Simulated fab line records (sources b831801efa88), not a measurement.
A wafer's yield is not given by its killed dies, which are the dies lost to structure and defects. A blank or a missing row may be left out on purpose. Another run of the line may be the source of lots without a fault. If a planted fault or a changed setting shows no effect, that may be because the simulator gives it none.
A lot that was struck, set against a sound lot + flow sfqLine + 43 out of 325 route steps
Sound: these wafers, L652.1, L652.4, L652.5. The struck wafers were L651.4, L651.6. The cause is named last.
Each step with rows lists, per side, the tool, then ch with its chambers, then its first start. Under that, the readings that differ: sound wafers + struck wafers + difference of the means + sigmas: that difference in standard deviations of wafers without a fault.
alike: readings with means less than 2 such deviations apart, plus words and numbers identical on both sides. not compared: withheld readings, readings lacking a value on some wafer, bounds such as >300 that could conceal the same value, and numbers that have no deviation in the record and whose values overlap.
Wherever a step has rows on one side only, a row that says differs or no value, or a row with sigmas, the two part there. When numbers do not overlap yet have no deviation, they are printed without sigmas and do not part them. Lack of a reading on every wafer of one side parts them only where that side has two or more wafers.

first, 7 steps without rows for these wafers: SFQ_TRILAYER_JJ_CE_STRIP_SOLV_CLEAN_121 (cleans in NMP, time 600 s); SFQ_TRILAYER_M5_LITHO_COAT_128 (resist thk 62 nm); SFQ_TRILAYER_M5_LITHO_COAT_123 (resist thk 600 nm); SFQ_TRILAYER_M5_LITHO_SOFTBAKE_127; SFQ_TRILAYER_M5_LITHO_EXPOSE_124 (exposes mask M5, target cd 700 nm); SFQ_TRILAYER_M5_LITHO_PEB_126 (peb time 60 s); SFQ_TRILAYER_M5_LITHO_DEVELOP_125 (time 60 s).
SFQ_M5_OVL_MEAS_932:
  sound: overlay-02 at day 57 16:52; struck: overlay-01 at day 55 20:38
  alike: M5_OVL
then, 1 step without rows for these wafers: SFQ_TRILAYER_M5_BARC_OPEN_METAL_ETCH_161 (etches BARC in O2, target depth 125 nm, time 41.7 s).
SFQ_TRILAYER_M5_ETCH_METAL_ETCH_126: etches Nb in Cl2/BCl3, stops on SiO2, time 203.2 s, target depth 265 nm.
  sound on rieMetal-04 ch 0,1, day 57 16:58; struck on rieMetal-02 ch 0, day 55 20:58
  alike: drypumpMotorCurrentA, oesProductAu
  not compared: rfHoursCounterH
then, 2 steps without rows for these wafers: SFQ_TRILAYER_M5_STRIP_STRIP_127 (strips in O2); SFQ_TRILAYER_M5_STRIP_SOLV_CLEAN_128 (cleans in NMP, time 600 s).
SFQ_TRILAYER_A5B_DEP_PECVD_129: deposits SiO2 from SiH4/N2O, time 133.33 s, target thk 600 nm.
  sound on pecvd-01 ch 0,2, day 57 18:06; struck on pecvd-01 ch 0,1, day 55 22:35
  no value came back on the struck wafers for chamberPressureTorr (Torr), heaterPowerOuterW (W), heaterPowerW (W), throttleValvePct (%); on the sound wafers chamberPressureTorr (Torr) reads 2.401 2.404 2.397
SFQ_TRILAYER_A5B_CMP_CMP_130: polishes, stops on Nb, target thk 340.7 nm.
  sound on cmp-01 ch 0,3, day 57 19:11; struck on cmp-01 ch 0,3, day 55 23:08
  alike: motorCurrentA
SFQ_TRILAYER_A5B_METRO_MEASURE_131:
  sound: filmMetro-01 at day 57 21:41; struck: filmMetro-04 at day 56 02:14
then, 1 step without rows for these wafers: SFQ_TRILAYER_R5_DEP_SPUTTER_132 (material Ti, target thk 5 nm, time 5 s).
SFQ_TRILAYER_R5_DEP_SPUTTER_133: material MoNx, target thk 40 nm, time 66.7 s.
  sound: pvdSputter-03 at day 57 22:53; struck: pvdSputter-06 at day 56 02:51
  alike: throttleValvePct
then, 1 step without rows for these wafers: SFQ_TRILAYER_R5_DEP_SPUTTER_134 (material Ti, target thk 5 nm, time 5 s).
SFQ_R5_RS_MEAS_933: measures by four-point-probe.
  sound: filmMetro-03 at day 57 22:58; struck: filmMetro-02 at day 56 02:59
  alike: R5_MONX_RS
SFQ_R5_THK_MEAS_934: measures by xrf.
  sound: filmMetro-03 at day 57 23:05; struck: filmMetro-02 at day 56 03:05
  alike: R5_MONX_THK
then, 6 steps without rows for these wafers: SFQ_TRILAYER_R5_LITHO_COAT_141 (resist thk 62 nm); SFQ_TRILAYER_R5_LITHO_COAT_136 (resist thk 600 nm); SFQ_TRILAYER_R5_LITHO_SOFTBAKE_140; SFQ_TRILAYER_R5_LITHO_EXPOSE_137 (exposes mask R5, target cd 500 nm); SFQ_TRILAYER_R5_LITHO_PEB_139 (peb time 60 s); SFQ_TRILAYER_R5_LITHO_DEVELOP_138 (time 60 s).
-- the record jumps here: 6 days lie between the struck wafers' starts before and after --
SFQ_R5_OVL_MEAS_935:
  sound: overlay-01 at day 63 19:30; struck: overlay-01 at day 62 05:19
  alike: R5_OVL
then, 11 steps without rows for these wafers: SFQ_TRILAYER_R5_BARC_OPEN_METAL_ETCH_177 (etches BARC in O2, target depth 125 nm, time 41.7 s); SFQ_TRILAYER_R5_ETCH_METAL_ETCH_139 (etches the open film in Cl2, stops on SiO2, target depth 60 nm, time 40 s); SFQ_TRILAYER_R5_STRIP_STRIP_140 (strips in O2); SFQ_TRILAYER_R5_STRIP_SOLV_CLEAN_141 (cleans in NMP, time 600 s); SFQ_TRILAYER_A5C_DEP_PECVD_142 (deposits SiO2 from SiH4/N2O, time 15.556 s, target thk 70 nm); SFQ_TRILAYER_I5_LITHO_COAT_149 (resist thk 62 nm); SFQ_TRILAYER_I5_LITHO_COAT_144 (resist thk 650 nm); SFQ_TRILAYER_I5_LITHO_SOFTBAKE_148; SFQ_TRILAYER_I5_LITHO_EXPOSE_145 (exposes mask I5, target cd 700 nm); SFQ_TRILAYER_I5_LITHO_PEB_147 (peb time 60 s); SFQ_TRILAYER_I5_LITHO_DEVELOP_146 (time 60 s).
-- the record jumps here: 5 days lie between the struck wafers' starts before and after --
SFQ_I5_OVL_MEAS_936:
  sound: overlay-01 at day 68 22:59; struck: overlay-01 at day 67 11:22
  alike: I5_OVL
SFQ_TRILAYER_I5_BARC_OPEN_VIA_ETCH_200: etches BARC in O2, target depth 125 nm, time 41.7 s.
  sound on rieDiel-01 ch 0,2,3, day 68 23:02; struck on rieDiel-02 ch 2,3, day 67 11:24
  alike: drypumpMotorCurrentA, oesProductAu
  not compared: rfHoursCounterH
SFQ_TRILAYER_I5_ETCH_VIA_ETCH_147: etches the open film in CHF3, stops on Nb, target depth 360 nm.
  sound on rieDiel-01 ch 0,2,3, day 68 23:04; struck on rieDiel-02 ch 2,3, day 67 11:30
  alike: drypumpMotorCurrentA, oesProductAu
then, 1 step without rows for these wafers: SFQ_TRILAYER_I5_STRIP_STRIP_148 (strips in O2).
-- the record jumps here: 19 days lie between the struck wafers' starts before and after --
SFQ_M8_BOW_MEAS_951:
  sound: filmMetro-04 at day 86 10:05; struck: filmMetro-02 at day 86 03:54
| reading                | sound             | struck      | difference | sigmas |
|------------------------|-------------------|-------------|------------|--------|
| model.etest.i5.linkOhm | 2.275 2.292 2.292 | 2.122 2.119 | -0.166     |        |
  alike: M8_BOW

WHERE THEY PART
Only at SFQ_TRILAYER_A5B_DEP_PECVD_129, as far as this record shows. Later steps at which nothing parts them and some readings are alike: SFQ_TRILAYER_A5B_CMP_CMP_130, SFQ_TRILAYER_R5_DEP_SPUTTER_133, SFQ_R5_RS_MEAS_933, SFQ_R5_THK_MEAS_934, SFQ_R5_OVL_MEAS_935, SFQ_I5_OVL_MEAS_936, SFQ_TRILAYER_I5_BARC_OPEN_VIA_ETCH_200, SFQ_TRILAYER_I5_ETCH_VIA_ETCH_147, SFQ_M8_BOW_MEAS_951.

WHY: whatever the simulator had introduced
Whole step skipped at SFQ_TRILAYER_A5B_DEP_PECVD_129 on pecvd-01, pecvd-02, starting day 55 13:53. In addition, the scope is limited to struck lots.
